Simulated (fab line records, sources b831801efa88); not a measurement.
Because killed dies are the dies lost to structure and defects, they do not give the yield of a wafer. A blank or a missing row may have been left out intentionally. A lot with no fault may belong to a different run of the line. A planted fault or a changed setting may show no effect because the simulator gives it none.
A struck lot beside a sound one | flow gf180mcu | 14 out of 602 route steps
Sound: wafers L877.2, L877.3, L877.4. Struck: wafers L879.1, L879.3, L879.5. At the end, the cause is stated.
At each step with rows: each side's tool, then ch and its chambers, then its first start. Under that, the readings that differ: sound wafers | struck wafers | difference of the means | sigmas: that difference in standard deviations of wafers without a fault.
alike: a reading whose means differ by less than 2 such deviations, as well as words and numbers matching on both sides. not compared: withheld readings; readings where some wafer has no value; bounds like >300 that might hide an equal value; numbers whose values overlap and for which the record gives no deviation.
Wherever a step has rows on one side only, a row that says differs or no value, or a row with sigmas, the two part there. Numbers that have no deviation but don't overlap get no sigmas and don't part them. A reading missing from all wafers of one side parts the sides only when that side holds two or more wafers.

GF_SALICIDE_RTA_08: time 30 s.
  sound on rtp_anneal-01 ch 0, day 17 16:38; struck on rtp_anneal-02 ch 0, day 18 07:28
  reading            | sound          | struck         | difference | sigmas
  lamp_power_pct (%) | 15.3 15.3 15.3 | 17.0 17.0 17.0 | +1.7       | +2
  alike: anneal_temp_c_max, chamber_o2_ppm, wafer_temp_C_max
then, 1 step without rows for these wafers: GF_CONTACT_CVD_00 (deposits SiO2, target thk 300 nm, time 50 s).
GF_CONTACT_THK_MEAS_01:
  struck on film_metro-04, day 18 07:37; sound on film_metro-03, day 17 16:51
  alike: CONTACT_CVD_00_THK
GF_CONTACT_CVD_02: deposits SiO2 from TEOS, target thk 860 nm, time 95.992 s.
  sound on pecvd-03 ch 1,2, day 17 16:54; struck on pecvd-02 ch 0,1,2, day 18 07:41
  alike: heater_power_outer_w, heater_power_w, susceptor_temp_C
GF_CONTACT_THK_MEAS_03:
  struck on film_metro-03, day 18 07:45; sound on film_metro-04, day 17 16:59
  alike: CONTACT_CVD_02_THK
GF_CONTACT_CMP_04: polishes SiO2.
  sound on cmp-01 ch 0,1,3, day 17 17:02; struck on cmp-01 ch 0,1,2, day 18 07:52
  alike: motor_current_A, time_to_endpoint_s
GF_CONTACT_BOW_MEAS_05:
  struck on film_metro-03, day 18 08:07; sound on film_metro-01, day 17 17:24
  alike: CONTACT_BOW
then, 5 steps without rows for these wafers: GF_CONTACT_DEHYDRATE_06 (time 60 s); GF_CONTACT_HMDS_07 (prime time 60 s); GF_CONTACT_COAT_08; GF_CONTACT_COAT_09 (resist thk 1000 nm); GF_CONTACT_SOFTBAKE_10 (time 60 s).
GF_CONTACT_EXPOSE_11: exposes mask Contact, target cd 220 nm.
  struck on krf_scanner-01, day 18 20:11; sound on krf_scanner-01 ch 0, day 18 05:08
  no value came back on the struck wafers for exposure_dose_mJ_cm2, focus_offset_nm (nm); on the sound wafers exposure_dose_mJ_cm2 reads 37.90 37.98 37.99
  alike: mask
then, 1 step without rows for these wafers: GF_CONTACT_PEB_12 (peb time 90 s).

WHERE THEY PART
Earliest at GF_SALICIDE_RTA_08; latest, in this record, at GF_CONTACT_EXPOSE_11.

WHY: whatever the simulator had introduced
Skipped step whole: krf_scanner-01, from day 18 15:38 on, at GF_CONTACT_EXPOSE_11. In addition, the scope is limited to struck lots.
